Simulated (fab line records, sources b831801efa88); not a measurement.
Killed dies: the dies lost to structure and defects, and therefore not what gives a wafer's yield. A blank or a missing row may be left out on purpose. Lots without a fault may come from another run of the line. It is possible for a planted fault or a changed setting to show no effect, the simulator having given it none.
Comparing a struck lot with a sound one ; flow sky130 ; 18 out of 708 route steps
Sound: wafers L509.4, L509.5, L509.6. Wafers L518.2, L518.4 were the ones struck. The cause is given at the end.
At each step with rows: each side's tool, then ch and its chambers, then its first start. Under that, the readings that differ: sound wafers ; struck wafers ; difference of the means ; sigmas: that difference in standard deviations of wafers without a fault.
alike: words and numbers the same on both sides, and readings whose means are apart by under 2 such deviations; not compared: readings that were withheld, readings missing a value for some wafer, numbers with overlapping values and no deviation given by the record, and bounds like >300 which may hide the same value.
Wherever a step has rows on one side only, a row that says differs or no value, or a row with sigmas, the two part there. When numbers do not overlap yet have no deviation, they are printed without sigmas and do not part them. A reading that every wafer of one side lacks parts them only if that side has two wafers or more.

first, 3 steps without rows for these wafers: SKY_LI_CONTACT_EXPOSE_09 (exposes mask LICM1, target cd 170 nm); SKY_LI_CONTACT_PEB_10; SKY_LI_CONTACT_DEVELOP_11 (develop time 60 s).
SKY_LI_CONTACT_CD_MEAS_12: the cd target is 170 nm.
  sound on cd-sem-02, day 32 04:29; struck on cd-sem-02, day 34 10:07
reading;sound;struck;difference;sigmas
cd-nm (nm);171.8 174.9 172.7;169.4 168.9;-4.0;-3
SKY_LI_CONTACT_OVL_MEAS_13:
  sound on overlay-02, day 32 04:34; struck on overlay-01, day 34 10:13
  alike: LI_CONTACT_OVL
then, 1 step without rows for these wafers: SKY_LI_CONTACT_ETCH_14 (etches BARC in N2/H2, stops on SiO2, time 45.9 s, target depth 60 nm).
SKY_LI_CONTACT_ETCH_15: etches PSG in C4F8/O2/Ar, stops on Si, target depth 600 nm.
  sound on rie-diel-04 ch 1,2,3, day 32 04:38; struck on rie-diel-01 ch 0,1, day 34 10:17
  alike: oes-product-au, rf-fwd-power-W
SKY_LI_CONTACT_STRIP_16: strips in O2/N2.
  sound on plasma-asher-04 ch 0,1, day 32 04:45; struck on plasma-asher-01 ch 0,1, day 34 10:22
reading;sound;struck;difference;sigmas
strip-time-to-endpoint-s (s);3.49 3.50 3.43;3.54 3.56;+0.08;+2
  alike: drypump-motor-current-A, oes-product-au
  not compared: rf-hours-counter-h
then, 2 steps without rows for these wafers: SKY_LI_CONTACT_CLEAN_17 (cleans in NMP, time 600 s); SKY_LI_CONTACT_PRE_CLEAN_18 (time 5.6 s).
SKY_LI_CONTACT_SPUTTER_19: material Ti, target thk 20 nm, time 106.37 s.
  sound on pvd-sputter-01, day 32 05:11; struck on pvd-sputter-01, day 34 10:40
  alike: throttle-valve-pct
SKY_LI_CONTACT_SPUTTER_20: material TiN, target thk 20 nm, time 80 s.
  sound on pvd-sputter-01, day 32 05:16; struck on pvd-sputter-01, day 34 10:45
  alike: throttle-valve-pct
SKY_LI_CONTACT_CVD_21: deposits W, target thk 400 nm, time 120.56 s.
  sound on cvd-w-02 ch 0,1, day 32 05:22; struck on cvd-w-02 ch 0,1, day 34 10:49
reading;sound;struck;difference;sigmas
model.W_of_LI_CONTACT_CVD_21.thk-nm (nm);399.1 397.6 400.5;459.3 459.5;+60.3;
  alike: chamber-pressure-Torr, heater-power-w
SKY_LI_CONTACT_RS_MEAS_22: measurement is done with a four-point probe.
  sound on film-metro-04, day 32 05:31; struck on film-metro-03, day 34 10:58
reading;sound;struck;difference;sigmas
LI_CONTACT_W_RS (ohm/sq);0.285 0.286 0.284;0.248 0.247;-0.037;-9
SKY_LI_CONTACT_THK_MEAS_23: measures by xrf.
  sound on film-metro-04, day 32 05:36; struck on film-metro-03, day 34 11:05
reading;sound;struck;difference;sigmas
LI_CONTACT_W_THK (nm);405 404 406;456 457;+52;+7
SKY_LI_CONTACT_CMP_24: polishes, stops on PSG, t overpolish 20 s, target thk 0 nm.
  sound on cmp-02 ch 0,2,3, day 32 05:44; struck on cmp-01 ch 1,3, day 34 11:11
reading;sound;struck;difference;sigmas
time-to-endpoint-s (s);95 100 94;104 111;+11;+3
  alike: motor-current-A
SKY_LOCAL_INTERCONNECT_SPUTTER_00: material TiN, target thk 100 nm, time 83.3 s.
  sound on pvd-sputter-02, day 32 05:56; struck on pvd-sputter-02, day 34 11:26
  alike: throttle-valve-pct
SKY_PAD_OPEN_PROBE_99:
  rows exist in the record for the sound wafers here (prober-02, day 47 23:34), none for the struck ones

== WHERE THEY PART ==
First at SKY_LI_CONTACT_CD_MEAS_12; last, within this record, at SKY_PAD_OPEN_PROBE_99.

WHY: what had been put in by the simulator
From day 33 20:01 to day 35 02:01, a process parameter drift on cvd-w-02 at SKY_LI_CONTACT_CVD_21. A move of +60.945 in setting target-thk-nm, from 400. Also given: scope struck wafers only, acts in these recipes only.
